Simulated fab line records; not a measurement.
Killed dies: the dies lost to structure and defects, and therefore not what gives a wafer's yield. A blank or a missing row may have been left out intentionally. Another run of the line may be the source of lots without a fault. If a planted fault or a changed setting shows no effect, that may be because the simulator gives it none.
The tool behind it: which one? -- flow sky130 -- 11 lots, 33 wafers sampled, at 3 steps of a route of 708

== WHAT THE GAUGES READ, wafer by wafer ==
SKY_PWDE_TW_MEAS_10.
lot,measured,on,PWDE_TW
L400,day 4 01:09,filmMetro-04,378.6 376.5 375.7
L402,day 4 10:20,filmMetro-04,376.5 378.3 375.3
L403,day 4 12:52,filmMetro-02,378.7 376.9 378.1
L404,day 4 16:45,filmMetro-04,377.5 376.8 375.4
L405,day 4 23:04,filmMetro-03,408.8 408.5 410.0
L407,day 6 01:10,filmMetro-04,410.5 411.1 409.9
L413,day 7 09:34,filmMetro-04,374.5 375.3 376.1
L416,day 7 20:52,filmMetro-03,375.9 374.1 374.9
L418,day 8 00:04,filmMetro-02,375.8 375.9 376.8
L422,day 9 01:48,filmMetro-02,371.8 373.5 373.4
L423,day 9 06:31,filmMetro-02,372.1 371.3 371.8

== TOOL THAT RAN EACH LOT (tool first, then ch and the chambers of the sampled wafers, then the start) ==
lot,SKY_PWDE_IMPLANT_08,SKY_PWDE_STRIP_09
L400,"implanter-02 ch 0, day 4 00:54","plasmaAsher-04 ch 0,1, day 4 01:03"
L402,"implanter-02 ch 0, day 4 10:07","plasmaAsher-02 ch 0,1, day 4 10:14"
L403,"implanter-02 ch 0, day 4 12:39","plasmaAsher-04 ch 0,1, day 4 12:47"
L404,"implanter-01 ch 0, day 4 16:30","plasmaAsher-01 ch 0,1, day 4 16:39"
L405,"implanter-01 ch 0, day 4 22:49","plasmaAsher-01 ch 0,1, day 4 22:58"
L407,"implanter-01 ch 0, day 6 00:55","plasmaAsher-01 ch 0,1, day 6 01:04"
L413,"implanter-02 ch 0, day 7 09:20","plasmaAsher-01 ch 0,1, day 7 09:27"
L416,"implanter-03 ch 0, day 7 20:38","plasmaAsher-04 ch 0,1, day 7 20:45"
L418,"implanter-02 ch 0, day 7 23:50","plasmaAsher-02 ch 0,1, day 7 23:57"
L422,"implanter-01 ch 0, day 9 01:33","plasmaAsher-04 ch 0,1, day 9 01:42"
L423,"implanter-01 ch 0, day 9 06:16","plasmaAsher-01 ch 0,1, day 9 06:25"
- SKY_PWDE_IMPLANT_08
- SKY_PWDE_STRIP_09: strips in O2/N2.

== THE ANSWER, worked out from the rows above alone ==
Rule: the usual values come from the lots themselves. Put in order of their means at a reading, lots are off if they are a third of the lots or fewer, leave a main group of 4 or more, and stand apart from it by a gap of 3 or more times the standard deviation of the main group's means; of several such gaps the widest counts. The tables above print the reading to a certain number of digits; a main group whose means all agree to those digits is not used. A lot without any number at a reading at which 4 lots or more have one is off too. The other lots that the step has rows for count as sound.
Off: at SKY_PWDE_TW_MEAS_10 (PWDE_TW), L405, L407. The main group: mean 375.5, standard deviation 1.9.
If a tool, at a process step before that reading, ran all the lots that are off and no sound lot after the first of them, it fits. Gauges at SKY_PWDE_TW_MEAS_10: tried the same way as those tools. Not one of the candidates tried fits.

== WHAT WAS PUT IN BY THE SIMULATOR ==
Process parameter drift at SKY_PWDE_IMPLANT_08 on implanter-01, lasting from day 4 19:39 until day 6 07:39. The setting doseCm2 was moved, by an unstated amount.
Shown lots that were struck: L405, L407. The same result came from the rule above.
